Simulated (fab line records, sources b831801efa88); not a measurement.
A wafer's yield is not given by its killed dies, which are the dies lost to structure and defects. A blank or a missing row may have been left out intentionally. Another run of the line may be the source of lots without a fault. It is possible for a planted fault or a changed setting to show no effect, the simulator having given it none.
A struck lot beside a sound one	flow sfq_line	21 out of 325 route steps
Sound: wafers L697.2, L697.5, L697.6. The struck wafers were L706.2, L706.6. The cause is given at the end.
At each step with rows: each side's tool, then ch and its chambers, then its first start. Under that, the readings that differ: sound wafers	struck wafers	difference of the means	sigmas: that difference in standard deviations of wafers without a fault.
alike: words and numbers the same on both sides, and readings whose means are apart by under 2 such deviations; not compared: readings that were withheld, readings missing a value for some wafer, numbers with overlapping values and no deviation given by the record, and bounds like >300 which may hide the same value.
The two part at a step that has a row with sigmas, a row that says differs or no value, or rows on one side only. Numbers that have no deviation but don't overlap get no sigmas and don't part them. Lack of a reading on every wafer of one side parts them only where that side has two or more wafers.

first, 3 steps without rows for these wafers: SFQ_TRILAYER_M1_LITHO_EXPOSE_040 (exposes mask M1, target cd 500 nm); SFQ_TRILAYER_M1_LITHO_PEB_042 (peb time 60 s); SFQ_TRILAYER_M1_LITHO_DEVELOP_041 (time 60 s).
SFQ_M1_OVL_MEAS_911:
  struck on overlay-01, day 29 00:31; sound on overlay-02, day 25 10:16
  alike: M1_OVL
SFQ_TRILAYER_M1_BARC_OPEN_METAL_ETCH_054: etches BARC in O2, target depth 125 nm, time 41.7 s.
  sound on rie_metal-02 ch 0,1, day 25 10:18; struck on rie_metal-04 ch 1, day 29 00:32
  alike: drypump_motor_current_A, oes_product_au
  not compared: rf_hours_counter_h
then, 1 step without rows for these wafers: SFQ_TRILAYER_M1_ETCH_METAL_ETCH_042 (etches Nb in Cl2/Ar, stops on SiO2, target depth 240 nm, time 120 s).
SFQ_TRILAYER_M1_STRIP_STRIP_043: strips in O2.
  sound on rie_metal-02 ch 0,1, day 25 10:29; struck on rie_metal-04 ch 1, day 29 00:44
  alike: drypump_motor_current_A, oes_product_au
  not compared: rf_hours_counter_h
then, 1 step without rows for these wafers: SFQ_TRILAYER_M1_STRIP_SOLV_CLEAN_044 (cleans in NMP, time 600 s).
SFQ_TRILAYER_I1_DEP_PECVD_045: deposits SiO2 from SiH4/N2O, time 111.11 s, target thk 500 nm.
  sound on pecvd-02 ch 0,1,2, day 25 11:16; struck on pecvd-04 ch 0,2, day 29 01:41
  alike: chamber_pressure_Torr, heater_power_w, throttle_valve_pct
then, 1 step without rows for these wafers: SFQ_TRILAYER_I1_CMP_CMP_046 (polishes SiO2).
SFQ_I1_BOW_MEAS_912:
  struck on film_metro-01, day 29 10:47; sound on film_metro-01, day 25 14:22
  alike: I1_BOW
SFQ_TRILAYER_I1_METRO_MEASURE_047:
  struck on film_metro-01, day 29 11:05; sound on film_metro-01, day 25 14:40
  alike: thk_nm
SFQ_TRILAYER_I1_VIA_LITHO_COAT_054: resist thk 62 nm.
  sound on litho_track-02 ch 0, day 25 15:43; struck on litho_track-02 ch 0, day 29 12:08
reading	sound	struck	difference	sigmas
model.BARC_of_TRILAYER_I1_VIA_LITHO_COAT_054.thk_nm (nm)	62.07 62.15 62.1	64.64 64.61	+2.52	
then, 5 steps without rows for these wafers: SFQ_TRILAYER_I1_VIA_LITHO_COAT_049 (resist thk 650 nm); SFQ_TRILAYER_I1_VIA_LITHO_SOFTBAKE_053; SFQ_TRILAYER_I1_VIA_LITHO_EXPOSE_050 (exposes mask I1, target cd 500 nm); SFQ_TRILAYER_I1_VIA_LITHO_PEB_052 (peb time 60 s); SFQ_TRILAYER_I1_VIA_LITHO_DEVELOP_051 (time 60 s).
-- the record jumps here: 6 days lie between the struck wafers' starts before and after --
SFQ_I1_OVL_MEAS_913:
  struck on overlay-02, day 35 15:14; sound on overlay-01, day 28 02:02
reading	sound	struck	difference	sigmas
I1_OVL (nm)	7 6 4	-9 -3	-12	-2
SFQ_TRILAYER_I1_VIA_BARC_OPEN_VIA_ETCH_071: etches BARC in O2, target depth 125 nm, time 41.7 s.
  sound on rie_diel-04 ch 0,1,3, day 28 02:04; struck on rie_diel-01 ch 2, day 35 15:16
reading	sound	struck	difference	sigmas
oes_product_au (a.u.)	0.687 0.678 0.685	0.701 0.688	+0.011	+2
model.etch.depth_nm (nm)	62.07 62.15 62.1	64.64 64.61	+2.52	
  alike: drypump_motor_current_A
  not compared: rf_hours_counter_h
SFQ_TRILAYER_I1_VIA_ETCH_VIA_ETCH_052: etches SiO2 in CHF3, stops on Nb, target depth 260 nm.
  sound on rie_diel-04 ch 0,1,3, day 28 02:06; struck on rie_diel-01 ch 2, day 35 15:19
  alike: drypump_motor_current_A, oes_product_au

## WHERE THEY PART
At SFQ_I1_OVL_MEAS_913 first; at SFQ_TRILAYER_I1_VIA_BARC_OPEN_VIA_ETCH_071 last (within this record only). Later steps at which nothing parts them and some readings are alike: SFQ_TRILAYER_I1_VIA_ETCH_VIA_ETCH_052.

WHY: the cause the simulator had injected
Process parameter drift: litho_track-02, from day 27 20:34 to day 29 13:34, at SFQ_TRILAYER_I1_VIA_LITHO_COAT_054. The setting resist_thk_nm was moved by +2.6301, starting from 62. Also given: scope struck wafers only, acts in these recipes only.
